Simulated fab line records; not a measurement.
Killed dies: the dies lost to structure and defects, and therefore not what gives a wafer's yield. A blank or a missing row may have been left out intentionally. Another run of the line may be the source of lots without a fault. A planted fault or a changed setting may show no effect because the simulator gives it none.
Which tool did it?    flow sky130    Sampling: 11 lots, 33 wafers, 2 of 708 route steps

## WHAT EACH GAUGE READ, for each wafer
SKY_VIA1_THK_MEAS_01.
lot   measured      on             VIA1_HDPCVD_THK (nm)
L550  day 32 19:52  film metro-04  1018 1043 1022
L553  day 33 23:14  film metro-04  1033 1039 1023
L557  day 35 01:52  film metro-04  1016 1041 890
L558  day 35 12:34  film metro-03  1038 1029 1026
L566  day 38 17:23  film metro-03  1024 1020 1025
L567  day 39 01:16  film metro-01  1032 1046 1036
L568  day 39 06:44  film metro-01  1021 1031 1016
L570  day 39 19:58  film metro-04  1046 1054 1033
L569  day 39 20:17  film metro-01  1028 1036 1045
L571  day 39 20:55  film metro-01  1015 1027 1036
L572  day 41 10:57  film metro-01  1060 1042 1058

## WHAT TOOL EACH LOT RAN ON (gives the tool, then ch and the chambers of the sampled wafers, and finally the start)
lot   SKY_VIA1_HDPCVD_00
L550  hdpcvd-02 ch 0,1, day 32 19:45
L553  hdpcvd-02 ch 0,1,2, day 33 23:07
L557  hdpcvd-02 ch 0,1,2, day 35 01:44
L558  hdpcvd-01 ch 0,1, day 35 12:27
L566  hdpcvd-01 ch 0,1,2, day 38 17:16
L567  hdpcvd-02 ch 0,1,2, day 39 01:08
L568  hdpcvd-01 ch 0,2, day 39 06:37
L570  hdpcvd-02 ch 1,2, day 39 19:50
L569  hdpcvd-01 ch 0,1,2, day 39 20:10
L571  hdpcvd-01 ch 0,1,2, day 39 20:49
L572  hdpcvd-02 ch 0,2, day 41 10:50
- SKY_VIA1_HDPCVD_00: deposits SiO2, target thk 1030 nm, time 171.7 s.

## THE ANSWER, worked out from the rows above alone
Rule: what is usual is taken from the lots themselves. The widest of any qualifying gaps counts: lots, ordered by their means at a reading, are off when they make up no more than a third of the lots, leave a main group of 4 or more, and stand apart from it by 3 or more times the standard deviation of that group's means. If all means in a main group match to the digits the tables above print for the reading, that group is not used. A lot without any number at a reading at which 4 lots or more have one is off too. Where the step has rows for the other lots, those lots are counted as sound.
Off: L557, at SKY_VIA1_THK_MEAS_01 (VIA1_HDPCVD_THK). The main group: mean 1033 nm, standard deviation 9.3.
A tool fits if, at a process step before that reading, it ran every lot that is off, and no sound lot after the first of them. The gauges at SKY_VIA1_THK_MEAS_01 are tried like those tools. Not one of the candidates tried fits.

## WHAT HAD BEEN PUT IN BY THE SIMULATOR
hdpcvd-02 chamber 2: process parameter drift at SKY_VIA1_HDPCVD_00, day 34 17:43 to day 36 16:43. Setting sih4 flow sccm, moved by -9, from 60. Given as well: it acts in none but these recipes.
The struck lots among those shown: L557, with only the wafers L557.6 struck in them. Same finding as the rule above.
